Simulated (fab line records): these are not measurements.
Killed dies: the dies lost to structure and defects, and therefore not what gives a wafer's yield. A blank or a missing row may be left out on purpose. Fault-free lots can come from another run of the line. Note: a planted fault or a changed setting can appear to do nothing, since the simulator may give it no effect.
fab line records	flow sky130
record lots=5	wafers=23
route steps=708 shown LDD_LDN@292 RES_XHIGH@339 SD_N@353 LI_CONTACT@364 CONTACT@415
startH: hours from the record's first day to the start of the lot's first wafer shown	waitH: how many hours have passed since the lot's step before this one	" as in the row above	L1.1+2: several wafers, shown together as one row	- value missing, or start not given	* or withheld: withheld	< > ~ a bound
route shown NAME@n: names a module that has steps shown in the file, with the first one's number in the route	usual: mean/standard deviation of fault-free wafers	same: alike in all rows	chamber/n: place in a boat	sites: the reading at each site	_std_site: how widely they spread, as a standard deviation	_edge_site: mean of outer sites minus mean of inner sites	radiusMm: how far each site lies from the wafer's centre	mask NAME#n: copy n	behind: the tool/chamber that last shaped the wafer	hold: the reason the lot was held/the length of the hold in hours/how it ended	device: the n, p or np transistor that did not switch	end of line: the tests these same wafers got at the end of their route	a step without rows: its recipe alone	killed: the dies lost at the first sort to structure and to defects; this is not the yield of the wafer	map: per-die view of a wafer (x killed, . not killed, _ where there is no die)
set.NAME: the setting as run; set.NAME@STEP: as run at that earlier step	model.NAME: the simulator's own value behind a step, which no gauge read
lots run with intentionally changed settings; tables by step, rows by wafer
## steps
# step SKY_LDD_LDN_SOFTBAKE_03
# recipe tempC=90	timeS=60	resist=NOVOLAK
lot.wafer	tool	chamber	startH	waitH	set.tempC
L077.1+5	lithoTrack-03	0	539.74	0.1	86.55
L077.2+4+6	"	0	"	"	90
L078.1+4	lithoTrack-04	0	556.22	0.1	90
L078.2+3+5	"	0	"	"	89.02
L081.1+4+5	lithoTrack-03	0	584.09	0.1	90
L082.2+6	lithoTrack-01	0	590.09	0.1	90
L082.3+4+5	"	0	"	"	91.69
L085.1+4+5	lithoTrack-04	0	613.72	0.1	92.36
L085.2+3	"	0	"	"	90
# step SKY_LDD_LDN_EXPOSE_04
# recipe maskId=LDNTM	na=0.6	sourceShape=conventional	sigmaOuter=0.6	polarization=unpolarized	targetCdNm=700	doseMj=140
# step SKY_LDD_LDN_PEB_05
# recipe tempC=withheld	timeS=*	resist=NOVOLAK
# step SKY_LDD_LDN_DEVELOP_06
# recipe resist=NOVOLAK	developer=TMAH	developTimeS=60	devTempC=23
lot.wafer	tool	chamber	startH	waitH	set.tempC@LDD_LDN_SOFTBAKE_03	model.NOVOLAK_of_LDD_LDN_COAT_02.thkNm
L077.1	lithoTrack-03	0	554.99	0.1	86.55	1151
L077.2+4+6	"	0	"	"	90	1141
L077.5	"	0	"	"	86.55	1152
L078.1+4	lithoTrack-04	0	570.97	0.1	90	1137
L078.2	"	0	"	"	89.02	1137
L078.3	"	0	"	"	89.02	1140
L078.5	"	0	"	"	89.02	1138
L081.1+4	lithoTrack-04	0	598.02	0.1	90	1137
L081.5	"	0	"	"	90	1139
L082.2+6	lithoTrack-04	0	604.45	0.1	90	1135
L082.3+4	"	0	"	"	91.69	1131
L082.5	"	0	"	"	91.69	1128
L085.1	lithoTrack-03	0	628.34	0.1	92.36	1132
L085.2	"	0	"	"	90	1137
L085.3	"	0	"	"	90	1134
L085.4+5	"	0	"	"	92.36	1129
# step SKY_LDD_LDN_IMPLANT_10
# recipe species=As	energyKev=15	doseCm2=1.25e+13	tiltDeg=withheld	rotationDeg=203
lot.wafer	tool	chamber	startH	waitH	set.energyKev	model.implant.rpNm	model.implant.drpNm
L077.1+5+6	implanter-01	0	555.47	0.1	15	13	5.933
L077.2+4	"	0	"	"	14.37	12.92	5.76
L078.1+2	implanter-02	0	571.46	0.1	15	12.92	5.933
L078.3+4+5	"	0	"	"	15.67	13.33	6.109
L081.1+4+5	implanter-03	0	598.51	0.1	15	12.93	5.933
L082.2+3+4+5+6	implanter-02	0	604.93	0.1	15	12.97	5.933
L085.1+2+3	implanter-02	0	628.82	0.1	15.69	13.53	6.115
L085.4+5	"	0	"	"	15	13.11	5.933
# step SKY_LDD_LDN_IMPLANT_11
# recipe species=As	energyKev=15	doseCm2=1.25e+13	tiltDeg=withheld	rotationDeg=293
# step SKY_LDD_LDN_STRIP_12
# recipe chemistry=O2/N2	powerW=1400	pressureMtorr=1500	platenTempC=withheld	o2FlowSccm=3000	n2FlowSccm=300	overashFraction=0.5
# usual stripTimeToEndpointS=14.18/0.041
lot.wafer	tool	chamber	startH	waitH	set.tempC@LDD_LDN_SOFTBAKE_03	stripTimeToEndpointS
L077.1	plasmaAsher-02	0	555.77	0.1	86.55	14.28
L077.2	"	1	"	"	90	14.19
L077.4	"	1	"	"	90	14.19
L077.5	"	0	"	"	86.55	14.30
L077.6	"	1	"	"	90	14.18
L078.1	plasmaAsher-03	1	571.76	0.1	90	14.15
L078.2	"	0	"	"	89.02	14.14
L078.3	"	1	"	"	89.02	14.17
L078.4	"	0	"	"	90	14.16
L078.5	"	0	"	"	89.02	14.17
L081.1	plasmaAsher-02	0	598.81	0.1	90	14.15
L081.4	"	0	"	"	90	14.14
L081.5	"	1	"	"	90	14.17
L082.2	plasmaAsher-02	1	605.21	0.1	90	14.13
L082.3	"	0	"	"	91.69	14.09
L082.4	"	1	"	"	91.69	14.07
L082.5	"	1	"	"	91.69	14.03
L082.6	"	0	"	"	90	14.13
L085.1	plasmaAsher-04	0	629.12	0.1	92.36	14.10
L085.2	"	1	"	"	90	14.16
L085.3	"	1	"	"	90	14.12
L085.4	"	0	"	"	92.36	14.07
L085.5	"	0	"	"	92.36	14.05
# step SKY_RES_XHIGH_IMPLANT_07
# recipe species=BF2	energyKev=20	doseCm2=3.6e+14	tiltDeg=0
lot.wafer	tool	chamber	startH	waitH	set.energyKev	model.implant.rpNm	model.implant.drpNm
L077.1+4+6	implanter-03	0	645.52	0.1	20	17.14	9.746
L077.2+5	"	0	"	"	18.97	16.45	9.391
L078.1+2+3	implanter-02	0	660.34	0.1	20	17.49	9.746
L078.4+5	"	0	"	"	19.01	16.81	9.405
L081.1+4+5	implanter-02	0	686.69	0.1	20	17.47	9.746
L082.2+3+6	implanter-02	0	693.59	0.1	20.51	18.07	9.92
L082.4+5	"	0	"	"	20	17.72	9.746
L085.1+3+4	implanter-02	0	715.77	0.1	20	17.32	9.746
L085.2+5	"	0	"	"	19.33	16.87	9.515
# step SKY_RES_XHIGH_STRIP_08
# recipe chemistry=O2/N2	powerW=1400	pressureMtorr=1500	platenTempC=withheld	o2FlowSccm=3000	n2FlowSccm=300	overashFraction=0.5
# step SKY_RES_XHIGH_TW_MEAS_09
# usual RES_XHIGH_TW=1630/10
lot.wafer	tool	chamber	startH	waitH	set.energyKev@RES_XHIGH_IMPLANT_07	RES_XHIGH_TW
L077.1	filmMetro-01	-	645.77	0.1	20	1635
L077.2	"	-	"	"	18.97	1610
L077.4	"	-	"	"	20	1627
L077.5	"	-	"	"	18.97	1615
L077.6	"	-	"	"	20	1641
L078.1	filmMetro-04	-	660.59	0.1	20	1641
L078.2	"	-	"	"	20	1635
L078.3	"	-	"	"	20	1633
L078.4	"	-	"	"	19.01	1606
L078.5	"	-	"	"	19.01	1611
L081.1	filmMetro-02	-	686.94	0.1	20	1622
L081.4	"	-	"	"	20	1624
L081.5	"	-	"	"	20	1614
L082.2	filmMetro-01	-	693.82	0.1	20.51	1651
L082.3	"	-	"	"	20.51	1640
L082.4	"	-	"	"	20	1632
L082.5	"	-	"	"	20	1634
L082.6	"	-	"	"	20.51	1647
L085.1	filmMetro-04	-	716.02	0.1	20	1652
L085.2	"	-	"	"	19.33	1633
L085.3	"	-	"	"	20	1643
L085.4	"	-	"	"	20	1645
L085.5	"	-	"	"	19.33	1625
# step SKY_SD_N_STRIP_11
# recipe chemistry=O2/N2	powerW=1400	pressureMtorr=1500	platenTempC=withheld	o2FlowSccm=3000	n2FlowSccm=300	overashFraction=0.5
# usual stripTimeToEndpointS=22.64/0.034
lot.wafer	tool	chamber	startH	waitH	set.o2FlowSccm	stripTimeToEndpointS
L077.1	plasmaAsher-03	1	674.54	0.1	3000	22.68
L077.2	"	0	"	"	3000	22.66
L077.4	"	1	"	"	2680	22.87
L077.5	"	1	"	"	3000	22.66
L077.6	"	0	"	"	2680	22.81
L078.1	plasmaAsher-03	1	688.78	0.1	3353	22.45
L078.2	"	0	"	"	3353	22.53
L078.3	"	0	"	"	3000	22.57
L078.4	"	1	"	"	3353	22.45
L078.5	"	1	"	"	3000	22.63
L081.1	plasmaAsher-03	0	715.12	0.1	3000	22.63
L081.4	"	1	"	"	3000	22.58
L081.5	"	1	"	"	3000	22.59
L082.2	plasmaAsher-03	1	721.18	0.1	3000	22.59
L082.3	"	0	"	"	3000	22.64
L082.4	"	1	"	"	3000	22.62
L082.5	"	0	"	"	3000	22.65
L082.6	"	1	"	"	3000	22.55
L085.1	plasmaAsher-04	0	743.72	0.1	3000	22.69
L085.2	"	1	"	"	3000	22.69
L085.3	"	1	"	"	2860	22.75
L085.4	"	0	"	"	2860	22.75
L085.5	"	0	"	"	3000	22.69
# step SKY_LI_CONTACT_CMP_02
# recipe material=PSG	downForcePsi=4	platenRpm=60	padVelocityMS=0.94248
lot.wafer	tool	chamber	startH	waitH	set.leaveAboveRefNm	model.PSG_of_LI_CONTACT_HDPCVD_00.thkNm
L077.1	cmp-01	3	675.46	0.1	615.3	617.2
L077.4	"	0	"	"	615.3	615.9
L077.2	"	1	"	"	597.2	599.2
L077.5	"	3	"	"	597.2	598
L077.6	"	0	"	"	597.2	599.1
L078.4	cmp-02	2	689.70	0.0	581.5	581.5
L078.1	"	3	"	"	581.5	582.9
L078.3	"	0	"	"	597.2	597.9
L078.2	"	1	"	"	597.2	596.3
L078.5	"	2	"	"	597.2	597.3
L081.1	cmp-02	0	716.09	0.1	597.2	597.5
L081.4	"	2	"	"	597.2	596.7
L081.5	"	3	"	"	597.2	598.7
L082.4	cmp-01	3	722.10	0.0	616.3	618
L082.2	"	0	"	"	597.2	598.6
L082.3	"	2	"	"	616.3	615.7
L082.6	"	3	"	"	597.2	599
L082.5	"	0	"	"	616.3	617.6
L085.3	cmp-02	2	744.68	0.0	575	575.4
L085.4	"	3	"	"	597.2	599.5
L085.1	"	0	"	"	597.2	598.9
L085.2	"	1	"	"	575	574.8
L085.5	"	3	"	"	597.2	598.7
# step SKY_LI_CONTACT_COAT_07
# recipe resist=KrF-thick	spinRpm=3000	resistThkNm=450
lot.wafer	tool	chamber	startH	waitH	set.resistThkNm	model.KrF-thick_of_LI_CONTACT_COAT_07.thkNm
L077.1	lithoTrack-04	0	-	-	450	449.3
L077.2+5	"	0	"	"	450	449.6
L077.4	"	0	"	"	450	448
L077.6	"	0	"	"	450	449
L078.1	lithoTrack-04	0	-	-	450	449.1
L078.2	"	0	"	"	450	451.3
L078.3	"	0	"	"	457.9	460
L078.4	"	0	"	"	457.9	457.3
L078.5	"	0	"	"	457.9	459
L081.1	lithoTrack-04	0	-	-	450	448.1
L081.4	"	0	"	"	450	449
L081.5	"	0	"	"	450	450.4
L082.2	lithoTrack-01	0	-	-	429.4	430.6
L082.3	"	0	"	"	450	450
L082.4	"	0	"	"	450	451.7
L082.5	"	0	"	"	429.4	430.4
L082.6	"	0	"	"	429.4	431.1
L085.1	lithoTrack-01	0	-	-	450	449.9
L085.2	"	0	"	"	425.4	424.9
L085.3	"	0	"	"	450	449
L085.4	"	0	"	"	425.4	425.3
L085.5	"	0	"	"	450	450.4
# step SKY_LI_CONTACT_SOFTBAKE_08
# recipe tempC=99.12	timeS=90	resist=KrF-thick
# step SKY_LI_CONTACT_EXPOSE_09
# recipe maskId=LICM1	na=0.8	sourceShape=annular	sigmaInner=0.55	sigmaOuter=0.85	targetCdNm=170	doseMj=38
# step SKY_LI_CONTACT_ETCH_14
# recipe chemistry=N2/H2	target=BARC	ionEnergyEv=200	sourceW=500	biasW=100	pressureMtorr=30	n2FlowSccm=100	h2FlowSccm=200	stopOn=SiO2	timeS=45.9	targetDepthA=600
# step SKY_LI_CONTACT_ETCH_15
# recipe target=PSG	chemistry=C4F8/O2/Ar	stopOn=Si	taperDeg=4.15	maskMaterial=KrF-thick	sourceW=1500	biasW=1200	pressureMtorr=40	c4f8FlowSccm=withheld	O2_flow_sccm=6	Ar_flow_sccm=300	timeS=withheld	targetDepthA=6000
lot.wafer	tool	chamber	startH	waitH	set.leaveAboveRefNm@LI_CONTACT_CMP_02	model.LI_CONTACT.featureDepthNm
L077.1	rieDiel-01	1	703.66	0.0	615.3	617.2
L077.2	"	0	"	"	597.2	599.2
L077.4	"	3	"	"	615.3	615.9
L077.5	"	0	"	"	597.2	598
L077.6	"	3	"	"	597.2	599.1
L078.1	rieDiel-03	0	717.36	0.0	581.5	582.9
L078.2	"	3	"	"	597.2	596.3
L078.3	"	2	"	"	597.2	597.9
L078.4	"	1	"	"	581.5	581.5
L078.5	"	3	"	"	597.2	597.3
L081.1	rieDiel-03	2	743.96	0.0	597.2	597.5
L081.4	"	3	"	"	597.2	596.7
L081.5	"	3	"	"	597.2	598.7
L082.2	rieDiel-03	2	749.61	0.0	597.2	598.6
L082.3	"	3	"	"	616.3	615.7
L082.4	"	0	"	"	616.3	618
L082.5	"	1	"	"	616.3	617.6
L082.6	"	2	"	"	597.2	599
L085.1	rieDiel-02	1	772.21	0.0	597.2	598.9
L085.2	"	3	"	"	575	574.8
L085.3	"	2	"	"	575	575.4
L085.4	"	0	"	"	597.2	599.5
L085.5	"	1	"	"	597.2	598.7
# step SKY_LI_CONTACT_STRIP_16
# recipe chemistry=O2/N2	powerW=1400	pressureMtorr=1500	platenTempC=withheld	o2FlowSccm=3000	n2FlowSccm=300	overashFraction=0.5
# usual stripTimeToEndpointS=3.46/0.037
lot.wafer	tool	chamber	startH	waitH	set.resistThkNm@LI_CONTACT_COAT_07	stripTimeToEndpointS
L077.1	plasmaAsher-01	0	703.74	-	450	3.50
L077.2	"	1	"	"	450	3.47
L077.4	"	1	"	"	450	3.42
L077.5	"	0	"	"	450	3.48
L077.6	"	1	"	"	450	3.42
L078.1	plasmaAsher-02	0	717.44	-	450	3.48
L078.2	"	1	"	"	450	3.47
L078.3	"	0	"	"	457.9	3.62
L078.4	"	1	"	"	457.9	3.49
L078.5	"	1	"	"	457.9	3.56
L081.1	plasmaAsher-01	1	744.04	-	450	3.50
L081.4	"	1	"	"	450	3.45
L081.5	"	0	"	"	450	3.43
L082.2	plasmaAsher-03	1	749.70	-	429.4	3.28
L082.3	"	1	"	"	450	3.45
L082.4	"	0	"	"	450	3.50
L082.5	"	0	"	"	429.4	3.22
L082.6	"	1	"	"	429.4	3.32
L085.1	plasmaAsher-03	1	772.29	-	450	3.42
L085.2	"	0	"	"	425.4	3.13
L085.3	"	1	"	"	450	3.45
L085.4	"	0	"	"	425.4	3.16
L085.5	"	0	"	"	450	3.42
# step SKY_LI_CONTACT_SPUTTER_20
# recipe material=TiN	targetThkNm=20	chamberPressurePa=5	powerW=4000	timeS=80
lot.wafer	tool	chamber	startH	waitH	set.timeS	model.TiN_of_LI_CONTACT_SPUTTER_20.thkNm
L077.1	pvdSputter-02	-	704.17	0.0	80	19.98
L077.2	"	-	"	"	80	20.27
L077.4	"	-	"	"	80	19.78
L077.5	"	-	"	"	76.25	19.18
L077.6	"	-	"	"	76.25	18.9
L078.1	pvdSputter-03	-	717.81	0.0	80	20.23
L078.2+4	"	-	"	"	80	19.82
L078.3	"	-	"	"	80	20.08
L078.5	"	-	"	"	80	20.15
L081.1+4	pvdSputter-04	-	744.41	0.0	80	20.03
L081.5	"	-	"	"	80	20.09
L082.2	pvdSputter-03	-	750.07	0.0	80	19.71
L082.3	"	-	"	"	80	19.82
L082.4	"	-	"	"	83.51	20.76
L082.5	"	-	"	"	83.51	20.98
L082.6	"	-	"	"	83.51	20.8
L085.1	pvdSputter-02	-	772.66	0.0	80	19.63
L085.2	"	-	"	"	80	19.96
L085.3	"	-	"	"	80	19.91
L085.4	"	-	"	"	80	19.89
L085.5	"	-	"	"	80	20.16
# step SKY_CONTACT_COAT_09
# recipe resist=KrF-thick	spinRpm=3000	resistThkNm=450
lot.wafer	tool	chamber	startH	waitH	set.resistThkNm	model.KrF-thick_of_CONTACT_COAT_09.thkNm
L077.1	lithoTrack-04	0	-	-	442.8	440.4
L077.2	"	0	"	"	442.8	440
L077.4+5+6	"	0	"	"	450	447.4
L078.1	lithoTrack-04	0	-	-	450	449.7
L078.2	"	0	"	"	470.7	470.4
L078.3	"	0	"	"	470.7	472.1
L078.4	"	0	"	"	450	451
L078.5	"	0	"	"	470.7	471.5
L081.1	lithoTrack-04	0	-	-	450	451.4
L081.4	"	0	"	"	450	450.5
L081.5	"	0	"	"	450	449.6
L082.2	lithoTrack-04	0	-	-	450	450.1
L082.3	"	0	"	"	435.6	434.6
L082.4	"	0	"	"	435.6	435.6
L082.5	"	0	"	"	435.6	434.7
L082.6	"	0	"	"	450	448.7
L085.1	lithoTrack-04	0	-	-	450	449.8
L085.2	"	0	"	"	435.7	434.8
L085.3	"	0	"	"	435.7	435.4
L085.4	"	0	"	"	450	450.3
L085.5	"	0	"	"	450	450.7
# step SKY_CONTACT_ETCH_16
# recipe chemistry=N2/H2	target=BARC	ionEnergyEv=200	sourceW=500	biasW=100	pressureMtorr=30	n2FlowSccm=100	h2FlowSccm=200	stopOn=SiO2	timeS=45.9	targetDepthA=600
lot.wafer	tool	chamber	startH	waitH	set.biasW	set.resistThkNm@CONTACT_COAT_09	model.KrF-thick_of_CONTACT_COAT_09.thkNm
L077.1	rieDiel-04	2	761.47	0.0	106.2	442.8	382.9
L077.2	"	0	"	"	100	442.8	381.9
L077.4	"	3	"	"	100	450	390.4
L077.5	"	2	"	"	106.2	450	389.7
L077.6	"	1	"	"	100	450	390.1
L078.1	rieDiel-02	0	773.74	0.0	100	450	391.1
L078.2	"	1	"	"	100	470.7	411.6
L078.3	"	3	"	"	108.5	470.7	412
L078.4	"	2	"	"	100	450	393.1
L078.5	"	3	"	"	108.5	470.7	411.6
L081.1	rieDiel-02	3	801.03	0.0	100	450	392.7
L081.4	"	1	"	"	100	450	392.5
L081.5	"	2	"	"	100	450	392.1
L082.2	rieDiel-02	2	806.29	0.0	100	450	392.4
L082.3	"	0	"	"	109.6	435.6	375.3
L082.4	"	1	"	"	100	435.6	377.5
L082.5	"	1	"	"	109.6	435.6	375.7
L082.6	"	2	"	"	100	450	390.4
L085.1	rieDiel-01	3	828.72	0.0	100	450	391.7
L085.2	"	1	"	"	91.85	435.7	379.2
L085.3	"	0	"	"	100	435.7	378.1
L085.4	"	2	"	"	100	450	392.2
L085.5	"	3	"	"	91.85	450	393.5
# step SKY_CONTACT_ETCH_17
# recipe target=SiO2	chemistry=C4F8/O2/Ar	stopOn=Si3N4	maskMaterial=KrF-thick	sourceW=1500	biasW=1200	pressureMtorr=40	c4f8FlowSccm=withheld	O2_flow_sccm=6	Ar_flow_sccm=300	timeS=withheld	targetDepthA=3400
lot.wafer	tool	chamber	startH	waitH	set.resistThkNm@CONTACT_COAT_09	model.KrF-thick_of_CONTACT_COAT_09.thkNm
L077.1	rieDiel-04	2	761.51	0.0	442.8	317.9
L077.2	"	0	"	"	442.8	315.3
L077.4	"	3	"	"	450	325.4
L077.5	"	2	"	"	450	325.1
L077.6	"	1	"	"	450	325.3
L078.1	rieDiel-02	0	773.78	0.0	450	324.2
L078.2	"	1	"	"	470.7	344.1
L078.3	"	3	"	"	470.7	344.4
L078.4	"	2	"	"	450	326.5
L078.5	"	3	"	"	470.7	343.9
L081.1	rieDiel-02	3	801.07	0.0	450	324.9
L081.4	"	1	"	"	450	325.5
L081.5	"	2	"	"	450	324.7
L082.2	rieDiel-02	2	806.33	0.0	450	326.4
L082.3	"	0	"	"	435.6	309.5
L082.4	"	1	"	"	435.6	311.7
L082.5	"	1	"	"	435.6	309.7
L082.6	"	2	"	"	450	324.2
L085.1	rieDiel-01	3	828.76	0.0	450	324.5
L085.2	"	1	"	"	435.7	313.7
L085.3	"	0	"	"	435.7	311.5
L085.4	"	2	"	"	450	325
L085.5	"	3	"	"	450	326
# step SKY_CONTACT_ETCH_18
# recipe target=Si3N4	chemistry=CHF3/O2	stopOn=TiN	sourceW=600	biasW=200	pressureMtorr=40	chf3FlowSccm=50	O2_flow_sccm=5	timeS=39	targetDepthA=750
lot.wafer	tool	chamber	startH	waitH	set.resistThkNm@CONTACT_COAT_09	model.KrF-thick_of_CONTACT_COAT_09.thkNm
L077.1	rieDiel-04	2	-	-	442.8	234.2
L077.2	"	0	"	"	442.8	228.8
L077.4	"	3	"	"	450	240.7
L077.5	"	2	"	"	450	241.1
L077.6	"	1	"	"	450	241.4
L078.1	rieDiel-02	0	-	-	450	237.1
L078.2	"	1	"	"	470.7	257.2
L078.3	"	3	"	"	470.7	257
L078.4	"	2	"	"	450	240.3
L078.5	"	3	"	"	470.7	256.8
L081.1	rieDiel-02	3	-	-	450	237.2
L081.4	"	1	"	"	450	239.8
L081.5	"	2	"	"	450	239.5
L082.2	rieDiel-02	2	-	-	450	240.1
L082.3	"	0	"	"	435.6	222.9
L082.4	"	1	"	"	435.6	225.3
L082.5	"	1	"	"	435.6	222.8
L082.6	"	2	"	"	450	237.4
L085.1	rieDiel-01	3	-	-	450	236.6
L085.2	"	1	"	"	435.7	228.4
L085.3	"	0	"	"	435.7	225.1
L085.4	"	2	"	"	450	237.4
L085.5	"	3	"	"	450	237.9
# step SKY_CONTACT_STRIP_19
# recipe chemistry=O2/N2	powerW=1400	pressureMtorr=1500	platenTempC=withheld	o2FlowSccm=3000	n2FlowSccm=300	overashFraction=0.5
# usual stripTimeToEndpointS=3.578/0.028
lot.wafer	tool	chamber	startH	waitH	set.resistThkNm@CONTACT_COAT_09	stripTimeToEndpointS
L077.1	plasmaAsher-04	1	761.60	-	442.8	3.515
L077.2	"	0	"	"	442.8	3.463
L077.4	"	1	"	"	450	3.599
L077.5	"	1	"	"	450	3.583
L077.6	"	0	"	"	450	3.619
L078.1	plasmaAsher-03	0	773.87	-	450	3.556
L078.2	"	1	"	"	470.7	3.769
L078.3	"	0	"	"	470.7	3.763
L078.4	"	1	"	"	450	3.582
L078.5	"	1	"	"	470.7	3.761
L081.1	plasmaAsher-03	1	801.16	-	450	3.587
L081.4	"	1	"	"	450	3.565
L081.5	"	1	"	"	450	3.595
L082.2	plasmaAsher-04	0	806.42	-	450	3.602
L082.3	"	0	"	"	435.6	3.408
L082.4	"	1	"	"	435.6	3.417
L082.5	"	0	"	"	435.6	3.405
L082.6	"	1	"	"	450	3.557
L085.1	plasmaAsher-04	1	828.85	-	450	3.546
L085.2	"	0	"	"	435.7	3.471
L085.3	"	0	"	"	435.7	3.407
L085.4	"	1	"	"	450	3.550
L085.5	"	1	"	"	450	3.563
## key
split step=SKY_LDD_LDN_SOFTBAKE_03	setting=tempC	stated=90	by=wafer
response step=SKY_LDD_LDN_DEVELOP_06	reading=model.NOVOLAK_of_LDD_LDN_COAT_02.thkNm	change=-2.51	per=1%	r=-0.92
response step=SKY_LDD_LDN_STRIP_12	reading=stripTimeToEndpointS	change=*	per=1%	r=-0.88
split step=SKY_LDD_LDN_IMPLANT_10	setting=energyKev	stated=15	by=wafer
response step=SKY_LDD_LDN_IMPLANT_10	reading=model.implant.rpNm	shape=bent	atLowest=12.92	atStated=12.98	atHighest=13.53
response step=SKY_LDD_LDN_IMPLANT_10	reading=model.implant.drpNm	change=+0.04	per=1%	r=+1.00
split step=SKY_RES_XHIGH_IMPLANT_07	setting=energyKev	stated=20	by=wafer
response step=SKY_RES_XHIGH_IMPLANT_07	reading=model.implant.rpNm	change=+0.136	per=1%	r=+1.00
response step=SKY_RES_XHIGH_IMPLANT_07	reading=model.implant.drpNm	change=+0.0689	per=1%	r=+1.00
response step=SKY_RES_XHIGH_TW_MEAS_09	reading=RES_XHIGH_TW	change=+4.97	per=1%	r=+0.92
split step=SKY_SD_N_STRIP_11	setting=o2FlowSccm	stated=3000	by=wafer
response step=SKY_SD_N_STRIP_11	reading=stripTimeToEndpointS	change=*	per=1%	r=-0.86
split step=SKY_LI_CONTACT_CMP_02	setting=leaveAboveRefNm	stated=597.2	by=wafer
response step=SKY_LI_CONTACT_CMP_02	reading=model.PSG_of_LI_CONTACT_HDPCVD_00.thkNm	change=+6	per=1%	r=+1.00
response step=SKY_LI_CONTACT_ETCH_15	reading=model.LI_CONTACT.featureDepthNm	change=+6	per=1%	r=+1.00
split step=SKY_LI_CONTACT_COAT_07	setting=resistThkNm	stated=450	by=wafer
response step=SKY_LI_CONTACT_COAT_07	reading=model.KrF-thick_of_LI_CONTACT_COAT_07.thkNm	change=+4.49	per=1%	r=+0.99
response step=SKY_LI_CONTACT_STRIP_16	reading=stripTimeToEndpointS	change=*	per=1%	r=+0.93
split step=SKY_LI_CONTACT_SPUTTER_20	setting=timeS	stated=80	by=wafer
response step=SKY_LI_CONTACT_SPUTTER_20	reading=model.TiN_of_LI_CONTACT_SPUTTER_20.thkNm	change=+0.226	per=1%	r=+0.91
split step=SKY_CONTACT_COAT_09	setting=resistThkNm	stated=450	by=wafer
response step=SKY_CONTACT_COAT_09	reading=model.KrF-thick_of_CONTACT_COAT_09.thkNm	change=+4.59	per=1%	r=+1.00
response step=SKY_CONTACT_ETCH_16	reading=model.KrF-thick_of_CONTACT_COAT_09.thkNm	change=+4.44	per=1%	r=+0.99
response step=SKY_CONTACT_ETCH_17	reading=model.KrF-thick_of_CONTACT_COAT_09.thkNm	change=+4.28	per=1%	r=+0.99
response step=SKY_CONTACT_ETCH_18	reading=model.KrF-thick_of_CONTACT_COAT_09.thkNm	change=+4.11	per=1%	r=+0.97
response step=SKY_CONTACT_STRIP_19	reading=stripTimeToEndpointS	change=*	per=1%	r=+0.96
split step=SKY_CONTACT_ETCH_16	setting=biasW	stated=100	by=wafer
response none clear
